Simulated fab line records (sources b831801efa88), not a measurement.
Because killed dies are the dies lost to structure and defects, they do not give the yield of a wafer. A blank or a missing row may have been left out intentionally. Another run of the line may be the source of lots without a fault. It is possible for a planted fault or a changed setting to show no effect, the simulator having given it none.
The tool behind it: which one? ; flow gf180mcu ; 18 wafers from 6 lots sampled at 3 of the route's 602 steps

## WHAT THE GAUGES READ, wafer by wafer
GF_M3_OVL_MEAS_15.
lot;measured;on;M3_OVL (nm)
L837;day 23 00:38;overlay-01;-2 -9 4
L842;day 24 19:26;overlay-01;0 1 -5
L844;day 25 18:32;overlay-01;-11 -11 -11
L847;day 26 08:39;overlay-02;-9 -3 -9
L849;day 26 20:34;overlay-01;0 -9 -1
L854;day 28 08:24;overlay-01;-8 -9 -4

## WHAT TOOL EACH LOT RAN ON (gives the tool, then ch and the chambers of the sampled wafers, and finally the start)
lot;GF_M1_METAL_ETCH_16;GF_M2_SPUTTER_02
L837;rie-metal-02 ch 0,1, day 18 18:36;pvd-sputter-03, day 19 22:24
L842;rie-metal-01 ch 1, day 20 15:46;pvd-sputter-03, day 21 18:46
L844;rie-metal-01 ch 1, day 21 18:52;pvd-sputter-01, day 22 21:07
L847;rie-metal-02 ch 0, day 22 11:17;pvd-sputter-03, day 23 13:09
L849;rie-metal-04 ch 0,1, day 23 00:16;pvd-sputter-03, day 24 01:25
L854;rie-metal-02 ch 0,1, day 24 15:23;pvd-sputter-01, day 25 16:39
- GF_M1_METAL_ETCH_16: etches the open film in Cl2/BCl3, stops on SiO2, target depth 750.8 nm, time 125.1 s.
- GF_M2_SPUTTER_02: material AlCu, target thk 450 nm, time 23.9 s.

## THE ANSWER, worked out from the rows above alone
Rule: usual is defined by the lots themselves. The widest of any qualifying gaps counts: lots, ordered by their means at a reading, are off when they make up no more than a third of the lots, leave a main group of 4 or more, and stand apart from it by 3 or more times the standard deviation of that group's means. Not used: any main group whose means are identical at the precision the tables above print for the reading. Also off: a lot with no number at a reading for which 4 or more lots have one. Any other lot the step has rows for is counted as sound.
No lot is off at any reading shown: from this, nothing can be told.

## WHAT THE SIMULATOR HAD PUT IN
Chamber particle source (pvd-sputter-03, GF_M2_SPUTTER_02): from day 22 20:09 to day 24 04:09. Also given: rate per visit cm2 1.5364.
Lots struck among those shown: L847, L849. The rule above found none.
